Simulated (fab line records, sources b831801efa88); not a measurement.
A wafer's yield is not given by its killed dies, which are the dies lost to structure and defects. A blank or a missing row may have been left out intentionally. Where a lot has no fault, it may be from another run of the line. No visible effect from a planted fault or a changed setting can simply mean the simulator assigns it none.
Struck lot and sound lot, side by side :: flow sky130 :: 16 steps out of a route of 708
Sound: the wafers L514.1, L514.2, L514.4. Struck: wafer L524.6 (left out: L524.2, L524.3 of the same lot, which were not struck); the cause appears at the end.
Per side, at each step with rows, come the tool, then ch with its chambers, and then its first start. Under that, the readings that differ: sound wafers :: struck wafers :: difference of the means :: sigmas: that difference in standard deviations of wafers without a fault.
alike: a reading whose means differ by less than 2 such deviations, as well as words and numbers matching on both sides. not compared: withheld readings; readings where some wafer has no value; bounds like >300 that might hide an equal value; numbers whose values overlap and for which the record gives no deviation.
The two part at a step that has a row with sigmas, a row that says differs or no value, or rows on one side only. Numbers that have no deviation but don't overlap get no sigmas and don't part them. A reading missing from all wafers of one side parts the sides only when that side holds two or more wafers.

SKY_VIA2_CMP_02: polishes SiO2.
  sound on cmp-02 ch 1,2,3, day 35 15:27; struck on cmp-01 ch 2, day 39 05:23
  alike: motorCurrentA
SKY_VIA2_BOW_MEAS_03:
  struck on filmMetro-01, day 39 05:36; sound on filmMetro-03, day 35 15:45
  alike: VIA2_BOW
then, 8 steps without rows for these wafers: SKY_VIA2_DEHYDRATE_04 (time 60 s); SKY_VIA2_HMDS_05 (prime time 60 s); SKY_VIA2_COAT_06 (resist thk 60 nm); SKY_VIA2_COAT_07 (resist thk 450 nm); SKY_VIA2_SOFTBAKE_08 (time 90 s); SKY_VIA2_EXPOSE_09 (exposes mask VIM2, target cd 200 nm); SKY_VIA2_PEB_10; SKY_VIA2_DEVELOP_11 (develop time 60 s).
SKY_VIA2_CD_MEAS_12: the cd target is 200 nm.
  struck on cdSem-02, day 40 06:10; sound on cdSem-02, day 36 18:19
reading: cdNm (nm)
sound: 202.4 202.7 202.8
struck: 199.2
difference: -3.4
sigmas: -2
SKY_VIA2_OVL_MEAS_13:
  struck on overlay-01, day 40 06:16; sound on overlay-02, day 36 18:26
reading: VIA2_OVL (nm)
sound: 7 6 8
struck: -11
difference: -18
sigmas: -3
SKY_VIA2_ETCH_14: etches BARC in N2/H2, stops on SiO2, time 45.9 s, target depth 60 nm.
  sound on rieDiel-02 ch 0,1,3, day 36 18:29; struck on rieDiel-01 ch 3, day 40 06:17
reading: oesProductAu (a.u.)
sound: 0.862 0.860 0.853
struck: 0.988
difference: +0.130
sigmas: +26

reading: runLengthS (s)
sound: 74.6 74.0 74.2
struck: 67.5
difference: -6.8
sigmas: -21

reading: throttleValvePct (%)
sound: 13.214 13.223 13.216
struck: 13.236
difference: +0.018
sigmas: +2

reading: model.KrF-thick_of_VIA2_COAT_07.thkNm (nm)
sound: 390.9 389.9 391.1
struck: 399.8
difference: +9.2
sigmas: 
  alike: drypumpMotorCurrentA, h2FlowSccm
  not compared: rfHoursCounterH
SKY_VIA2_ETCH_15: etches SiO2 in C4F8/O2/Ar, stops on TiN, target depth 546 nm, time 84 s.
  sound on rieDiel-02 ch 0,1,3, day 36 18:31; struck on rieDiel-01 ch 3, day 40 06:20
reading: oesProductAu (a.u.)
sound: 0.939 0.938 0.934
struck: 0.950
difference: +0.013
sigmas: +3

reading: model.KrF-thick_of_VIA2_COAT_07.thkNm (nm)
sound: 281.1 280.9 283.4
struck: 290.4
difference: +8.6
sigmas: 
  alike: runLengthS
  not compared: rfHoursCounterH
SKY_VIA2_STRIP_16: strips in O2/N2.
  sound on plasmaAsher-01 ch 0,1, day 36 18:35; struck on plasmaAsher-03 ch 1, day 40 06:24
reading: stripTimeToEndpointS (s)
sound: 4.031 4.023 4.049
struck: 4.127
difference: +0.093
sigmas: +4
  alike: drypumpMotorCurrentA, oesProductAu
  not compared: rfHoursCounterH
then, 1 step without rows for these wafers: SKY_VIA2_STRIP_17 (strips in post etch residue remover, time 1200 s).

WHERE THEY PART
Last at SKY_VIA2_STRIP_16 as far as this record goes, first at SKY_VIA2_CD_MEAS_12.

WHY: what the simulator had put in
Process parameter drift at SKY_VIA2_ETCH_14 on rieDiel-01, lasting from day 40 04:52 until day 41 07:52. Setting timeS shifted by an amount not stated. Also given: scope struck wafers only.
